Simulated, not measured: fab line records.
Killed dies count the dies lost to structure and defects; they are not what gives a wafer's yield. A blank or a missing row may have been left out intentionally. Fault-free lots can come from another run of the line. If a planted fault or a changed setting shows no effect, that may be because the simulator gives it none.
fab line records | flow gf180mcu
[record] lots = 14 wafers = 42 lastDay = 34
route steps=602 shown V3@432 M4@459 V4@476
lots that met no fault: taken from a fault-free run of the same line
startH: hours from the record's opening day to when the first of the lot's shown wafers began | waitH: hours elapsed since this lot's preceding step | " unchanged from the row above | L1.1+2: one row covering several wafers at once | - no value, or no start given | * or withheld: withheld | < > ~ a bound
route shown NAME@n: names a module that has steps shown in the file, with the first one's number in the route | usual: the fault-free wafers' mean and standard deviation | same: alike in all rows | chamber/n: place in a boat | sites: per-site readings | _std_site: standard deviation across them | _edge_site: the outer-site mean with the inner-site mean subtracted | radiusMm: for every site, how far away it sits from the centre of the wafer | mask NAME#n: copy n | behind: the tool/chamber that last shaped the wafer | hold: why the lot was held/for how many hours/how that ended | device: the transistor (n, p or np) that didn't switch | end of line: at the end of the route, the tests of the same wafers | a step without rows: its recipe alone | killed: dies lost to structure and defects at the first sort, not the wafer's yield | map: dies across one wafer; x = killed, . = not, _ = none there
set.NAME: the run value of the setting; set.NAME@STEP: its run value at that earlier step | model.NAME: the simulator's own value behind a step, which no gauge read
the route's steps for a sample of lots (tables are steps, rows are wafers)
services: a tool's chamber out of use, with start hour (startH, from the record's first day; less than 0 if before it), hours out, and reason
[[steps]]
[step GF_V3_THK_MEAS_03]
[recipe] reads = SiO2_of_V3_CVD_02
[usual] V3_CVD_02_THK = 852/11
// columns lot.wafer tool chamber startH waitH V3_CVD_02_THK[nm]
L102.1 filmMetro-02 - 492.27 0.0 852
L102.3 " - " " 862
L102.6 " - " " 864
L103.1 filmMetro-02 - 495.57 0.0 842
L103.4 " - " " 860
L103.6 " - " " 872
L105.3 filmMetro-01 - 513.03 0.1 861
L105.4 " - " " 848
L105.5 " - " " 857
L107.4 filmMetro-04 - 530.48 0.0 857
L107.5 " - " " 866
L107.6 " - " " 858
L108.1 filmMetro-02 - 544.24 0.0 840
L108.5 " - " " 859
L108.6 " - " " 857
L117.4 filmMetro-04 - 618.48 0.0 853
L117.5 " - " " 849
L117.6 " - " " 862
L118.2 filmMetro-01 - 629.31 0.0 858
L118.3 " - " " 850
L118.5 " - " " 861
L119.4 filmMetro-01 - 630.78 0.0 863
L119.5 " - " " 861
L119.6 " - " " 859
L120.1 filmMetro-01 - 635.87 0.0 842
L120.3 " - " " 849
L120.4 " - " " 869
L121.1 filmMetro-04 - 642.35 0.0 841
L121.2 " - " " 841
L121.4 " - " " 869
L122.1 filmMetro-04 - 647.85 0.0 852
L122.2 " - " " 842
L122.4 " - " " 860
L123.1 filmMetro-04 - 655.16 0.0 840
L123.2 " - " " 829
L123.3 " - " " 842
L124.2 filmMetro-02 - 660.39 0.0 826
L124.4 " - " " 850
L124.6 " - " " 865
L125.2 filmMetro-01 - 670.97 0.0 839
L125.4 " - " " 851
L125.5 " - " " 862
[step GF_M4_SPUTTER_03]
[recipe] material = Ti targetThkNm = 10 substrateTempC = 300 chamberPressurePa = 0.3 powerW = 3000 timeS = 6.7
[usual] chamberPressurePa = 0.3000/0.0006 throttleValvePct = 29.9/1.1
// columns lot.wafer tool chamber startH waitH chamberPressurePa throttleValvePct
L102.1 pvdSputter-04 - 518.33 0.0 0.2996 30.7
L102.3 " - " " 0.2995 30.0
L102.6 " - " " 0.3011 29.5
L103.1 pvdSputter-04 - 521.31 0.0 0.2996 30.3
L103.4 " - " " 0.2995 29.6
L103.6 " - " " 0.2991 30.2
L105.3 pvdSputter-03 - 537.98 0.0 0.3001 31.7
L105.4 " - " " 0.2992 28.8
L105.5 " - " " 0.3006 31.8
L107.4 pvdSputter-01 - 554.09 0.0 0.2997 29.9
L107.5 " - " " 0.3001 29.2
L107.6 " - " " 0.3000 29.5
L108.1 pvdSputter-03 - 568.39 0.0 0.2994 27.9
L108.5 " - " " 0.3004 28.9
L108.6 " - " " 0.2993 28.0
L117.4 pvdSputter-03 - 640.78 0.0 0.2998 27.8
L117.5 " - " " 0.3009 31.4
L117.6 " - " " 0.2985 28.9
L118.2 pvdSputter-04 - 651.75 0.0 0.2998 30.3
L118.3 " - " " 0.2997 30.2
L118.5 " - " " 0.3001 30.6
L119.4 pvdSputter-04 - 653.03 0.0 0.2985 29.9
L119.5 " - " " 0.3008 29.6
L119.6 " - " " 0.3014 30.4
L120.1 pvdSputter-04 - 657.62 0.0 0.3006 29.8
L120.3 " - " " 0.3007 30.7
L120.4 " - " " 0.3005 29.6
L121.1 pvdSputter-03 - 664.28 0.0 0.2998 31.8
L121.2 " - " " 0.2991 31.3
L121.4 " - " " 0.2999 27.9
L122.1 pvdSputter-01 - 669.53 0.0 0.2999 29.4
L122.2 " - " " 0.3012 29.2
L122.4 " - " " 0.3001 29.1
L123.1 pvdSputter-01 - 677.31 0.0 0.3000 29.9
L123.2 " - " " 0.2993 29.2
L123.3 " - " " 0.3001 29.3
L124.2 pvdSputter-01 - 681.48 0.0 0.2998 29.6
L124.4 " - " " 0.3010 29.9
L124.6 " - " " 0.2997 29.9
L125.2 pvdSputter-04 - 692.24 0.0 0.3000 29.8
L125.4 " - " " 0.3006 30.5
L125.5 " - " " 0.2990 29.6
[step GF_M4_SPUTTER_04]
[recipe] material = TiN targetThkNm = 50 powerW = 6500 timeS = 41.7 chamberPressurePa = 0.4
[usual] chamberPressurePa = 0.4000/0.00082 throttleValvePct = 29.9/1.1
// columns lot.wafer tool chamber startH waitH chamberPressurePa throttleValvePct
L102.1 pvdSputter-04 - 518.35 0.0 0.3995 30.8
L102.3 " - " " 0.4001 29.9
L102.6 " - " " 0.3996 29.5
L103.1 pvdSputter-04 - 521.33 0.0 0.4001 30.6
L103.4 " - " " 0.3995 29.5
L103.6 " - " " 0.4000 30.9
L105.3 pvdSputter-03 - 538.00 0.0 0.3993 31.6
L105.4 " - " " 0.4002 29.3
L105.5 " - " " 0.4015 31.6
L107.4 pvdSputter-01 - 554.11 0.0 0.3993 29.8
L107.5 " - " " 0.4004 29.3
L107.6 " - " " 0.4003 29.4
L108.1 pvdSputter-03 - 568.41 0.0 0.4003 28.1
L108.5 " - " " 0.4006 29.0
L108.6 " - " " 0.3997 27.7
L117.4 pvdSputter-03 - 640.80 0.0 0.4008 28.0
L117.5 " - " " 0.3979 31.6
L117.6 " - " " 0.4003 29.0
L118.2 pvdSputter-04 - 651.77 0.0 0.4001 30.4
L118.3 " - " " 0.4002 29.8
L118.5 " - " " 0.4009 30.5
L119.4 pvdSputter-04 - 653.05 0.0 0.3992 29.8
L119.5 " - " " 0.4004 29.6
L119.6 " - " " 0.3987 30.7
L120.1 pvdSputter-04 - 657.64 0.0 0.3993 29.6
L120.3 " - " " 0.4006 30.8
L120.4 " - " " 0.3992 30.1
L121.1 pvdSputter-03 - 664.30 0.0 0.3998 31.8
L121.2 " - " " 0.3995 31.5
L121.4 " - " " 0.3974 28.0
L122.1 pvdSputter-01 - 669.55 0.0 0.3995 29.7
L122.2 " - " " 0.4005 29.3
L122.4 " - " " 0.4010 29.3
L123.1 pvdSputter-01 - 677.33 0.0 0.4003 29.9
L123.2 " - " " 0.3992 29.4
L123.3 " - " " 0.3994 29.2
L124.2 pvdSputter-01 - 681.50 0.0 0.3983 29.6
L124.4 " - " " 0.4005 30.2
L124.6 " - " " 0.4012 30.0
L125.2 pvdSputter-04 - 692.26 0.0 0.3987 30.0
L125.4 " - " " 0.4007 30.5
L125.5 " - " " 0.4000 30.0
[step GF_V4_CVD_00]
[recipe] material = SiO2 targetThkNm = 600 sigmaOpenFrac = 0.3 tempC = 400 timeS = 100 sih4FlowSccm = 60 pressureMtorr = 6
// columns lot.wafer tool chamber startH waitH
L102.1+3+6 hdpcvd-02 2,0,0 542.00 0.0
L103.1+4+6 hdpcvd-02 0,2,2 545.18 0.0
L105.3+4+5 hdpcvd-01 1,2,1 561.49 0.0
L107.4+5+6 hdpcvd-02 0,2,1 576.85 0.0
L107.4+5+6 hdpcvd-02 0,2,1 577.09 0.2
L108.1+5+6 hdpcvd-01 1,2,1 590.67 0.0
L108.1+5+6 hdpcvd-01 1,2,1 590.91 0.2
L117.4+5+6 hdpcvd-01 1,2,0 661.29 0.0
L118.2+3+5 hdpcvd-01 2,1,2 671.82 0.0
L119.4+5+6 hdpcvd-02 0,1,2 673.15 0.0
L120.1+3+4 hdpcvd-02 0,2,2 677.50 0.0
L121.1+2+4 hdpcvd-01 1,0,1 683.93 0.0
L122.1+2+4 hdpcvd-02 0,2,0 689.07 0.0
L123.1+2+3 hdpcvd-02 2,1,0 696.74 0.0
L124.2+4+6 hdpcvd-02 1,2,0 701.04 0.0
L125.2+4+5 hdpcvd-02 1,1,2 711.80 0.0
[step GF_V4_THK_MEAS_01]
[recipe] reads = SiO2_of_V4_CVD_00
[usual] V4_CVD_00_THK = 605/5.4
// columns lot.wafer tool chamber startH waitH V4_CVD_00_THK[nm]
L102.1 filmMetro-01 - 542.11 0.1 608
L102.3 " - " " 603
L102.6 " - " " 602
L103.1 filmMetro-01 - 545.29 0.1 606
L103.4 " - " " 605
L103.6 " - " " 603
L105.3 filmMetro-02 - 561.58 0.1 598
L105.4 " - " " 602
L105.5 " - " " 605
L107.4 filmMetro-03 - 577.16 0.0 1209
L107.5 " - " " 1213
L107.6 " - " " 1221
L107.4 filmMetro-03 - 577.56 0.4 1208
L107.5 " - " " 1214
L107.6 " - " " 1222
L108.1 filmMetro-03 - 590.98 0.0 1209
L108.5 " - " " 1205
L108.6 " - " " 1204
L108.1 filmMetro-03 - 591.30 0.3 1209
L108.5 " - " " 1204
L108.6 " - " " 1205
L117.4 filmMetro-03 - 661.36 0.0 606
L117.5 " - " " 602
L117.6 " - " " 612
L118.2 filmMetro-02 - 671.90 0.0 600
L118.3 " - " " 594
L118.5 " - " " 603
L119.4 filmMetro-02 - 673.22 0.0 602
L119.5 " - " " 612
L119.6 " - " " 610
L120.1 filmMetro-02 - 677.58 0.0 596
L120.3 " - " " 609
L120.4 " - " " 602
L121.1 filmMetro-03 - 684.00 0.0 595
L121.2 " - " " 606
L121.4 " - " " 612
L122.1 filmMetro-03 - 689.14 0.0 599
L122.2 " - " " 593
L122.4 " - " " 596
L123.1 filmMetro-02 - 696.81 0.0 605
L123.2 " - " " 603
L123.3 " - " " 604
L124.2 filmMetro-01 - 701.12 0.0 609
L124.4 " - " " 604
L124.6 " - " " 603
L125.2 filmMetro-02 - 711.88 0.0 604
L125.4 " - " " 608
L125.5 " - " " 601
[[services]]
// columns tool chamber startH hours kind
hdpcvd-01 - 539.25 15.0 pm
hdpcvd-01 0 539.25 22.6 ventCycle
hdpcvd-01 1 539.25 15.0 ventCycle
hdpcvd-01 2 539.25 15.0 ventCycle
hdpcvd-02 1 539.69 6.4 repair
pvdSputter-01 - 551.19 1.7 repair
pvdSputter-03 - 551.42 1.7 repair
hdpcvd-01 0 552.91 8.9 repair
hdpcvd-01 0 554.25 - clean
hdpcvd-01 1 554.25 - clean
hdpcvd-01 2 554.25 - clean
pvdSputter-03 1 569.70 - consumableReplace:kit
pvdSputter-03 1 569.70 18.0 scheduledDown
pvdSputter-03 1 569.70 18.0 ventCycle
pvdSputter-03 - 616.31 3.3 repair
pvdSputter-04 3 622.54 - consumableReplace:kit
pvdSputter-04 3 622.54 18.0 scheduledDown
pvdSputter-04 3 622.54 18.0 ventCycle
pvdSputter-01 - 638.62 2.9 repair
pvdSputter-03 0 670.92 - consumableReplace:kit
pvdSputter-03 0 670.92 18.0 scheduledDown
pvdSputter-03 0 670.92 18.0 ventCycle
hdpcvd-01 - 694.25 28.1 pm
pvdSputter-04 - 702.66 1.4 repair
[[key]]
[firstSign] step = GF_V4_CVD_00 reading = visit direction = added
[effect] step = GF_V4_THK_MEAS_01 reading = visit direction = added
[effect] step = GF_V4_THK_MEAS_01 reading = V4_CVD_00_THK direction = up sigmas = 99+ usual = 605 struck = 1210
metAt GF_V4_CVD_00
struckLots L107,L108
scrappedBehind GF_V4_THK_MEAS_01 L107.4,L107.5,L107.6,L108.1,L108.5,L108.6
notActingAt GF_V3_THK_MEAS_03,GF_M4_SPUTTER_03,GF_M4_SPUTTER_04
[fault] kind = repeatedStepWhole tool = hdpcvd-01,hdpcvd-02 chamber = - onsetH = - steps = GF_V4_CVD_00 times = 1 scope = struckLotsOnly
